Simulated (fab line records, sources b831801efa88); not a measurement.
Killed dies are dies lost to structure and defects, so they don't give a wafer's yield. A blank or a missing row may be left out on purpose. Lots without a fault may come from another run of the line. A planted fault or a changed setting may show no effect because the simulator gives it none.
Tool commonality check | flow gf180mcu | 14 lots, 42 wafers sampled

WHY IT WAS OPENED
At GF_STI_CD_MEAS_12 the reading cd_nm is flagged on 3 of 14 lots. Wafers without a fault read 219.7 nm, standard deviation 1.3.
Rule: a lot is flagged when every wafer of it that has a number lies more than 4 standard deviations from that mean, or none has a number. The other lots count as sound.

lot  | measured    | on        | cd_nm (nm), wafer by wafer | flag
L842 | day 2 01:29 | cd_sem-01 | 218.5 219.5 218.5          |
L844 | day 2 11:16 | cd_sem-02 | 219.7 219.7 217.6          |
L846 | day 2 21:50 | cd_sem-01 | 219.6 219.4 219.8          |
L847 | day 3 03:25 | cd_sem-02 | 216.8 217.0 217.1          |
L849 | day 3 13:20 | cd_sem-01 | 220.1 219.5 220.3          |
L850 | day 3 20:35 | cd_sem-02 | 218.4 219.5 219.5          |
L851 | day 3 22:48 | cd_sem-02 | 209.5 207.9 209.0          | FLAGGED
L852 | day 4 04:30 | cd_sem-01 | 209.7 208.9 208.6          | FLAGGED
L853 | day 4 10:47 | cd_sem-01 | 220.4 221.8 220.4          |
L858 | day 5 12:30 | cd_sem-01 | 210.2 212.0 210.9          | FLAGGED
L859 | day 5 17:04 | cd_sem-02 | 218.8 217.7 218.4          |
L860 | day 5 21:53 | cd_sem-01 | 221.3 220.7 221.2          |
L863 | day 6 14:27 | cd_sem-01 | 219.8 219.5 220.1          |
L864 | day 6 18:51 | cd_sem-01 | 220.8 222.1 220.7          |
The numbers of the flagged lots are 209.6 nm on average: -10.1 nm against the usual, or -8 standard deviations.

WHICH TOOL RAN EACH LOT
The record holds 1 process step before the reading, out of a route of 602 steps. In each cell: the tool, then ch and the chambers that the sampled wafers went through, then the start.
lot  | flag    | GF_STI_SOFTBAKE_08
L842 |         | litho_track-04 ch 0, day 1 19:32
L844 |         | litho_track-01 ch 0, day 2 05:19
L846 |         | litho_track-04 ch 0, day 2 15:37
L847 |         | litho_track-03 ch 0, day 2 20:43
L849 |         | litho_track-01 ch 0, day 3 06:54
L850 |         | litho_track-01 ch 0, day 3 13:27
L851 | FLAGGED | litho_track-01 ch 0, day 3 16:39
L852 | FLAGGED | litho_track-01 ch 0, day 3 22:18
L853 |         | litho_track-04 ch 0, day 4 03:55
L858 | FLAGGED | litho_track-01 ch 0, day 5 05:21
L859 |         | litho_track-04 ch 0, day 5 09:40
L860 |         | litho_track-04 ch 0, day 5 14:49
L863 |         | litho_track-03 ch 0, day 6 06:25
L864 |         | litho_track-04 ch 0, day 6 11:17
What these steps do:
- GF_STI_SOFTBAKE_08: time 60 s.
- GF_STI_CD_MEAS_12: target cd 220 nm.

FLAGGED OVER TOTAL, TOOL BY TOOL (the gauges that took the reading come last)
step               | tool           | lots run | flagged | share of the flagged lots | sound lots run after its first flagged lot
GF_STI_SOFTBAKE_08 | litho_track-01 | 6        | 3       | all                       | 0
GF_STI_SOFTBAKE_08 | litho_track-03 | 2        | 0       | none                      | -
GF_STI_SOFTBAKE_08 | litho_track-04 | 6        | 0       | none                      | -
GF_STI_CD_MEAS_12  | cd_sem-01      | 9        | 2       | some                      | 4 (L853,L860,L863,L864)
GF_STI_CD_MEAS_12  | cd_sem-02      | 5        | 1       | some                      | 1 (L859)

WHAT THE TABLE ALLOWS
1 row of the table ran every flagged lot: litho_track-01 at GF_STI_SOFTBAKE_08.
- litho_track-01 at GF_STI_SOFTBAKE_08: 3 of its 6 lots flagged. Its last sound lot is L850 (day 3 13:27), its first flagged lot L851 (day 3 16:39): a fault that began between those two fits. Its own readings lie more than 4 standard deviations out on every wafer of the flagged lots: heater_power_total_W, plate_temp_C.
One tool is left: litho_track-01 at GF_STI_SOFTBAKE_08.

WHAT THE SIMULATOR HAD PUT IN
Process parameter drift: litho_track-01, from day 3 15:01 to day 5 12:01, at GF_STI_SOFTBAKE_08. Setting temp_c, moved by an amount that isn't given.
Lots struck among those shown: L851, L852, L858. The rule above found the same.
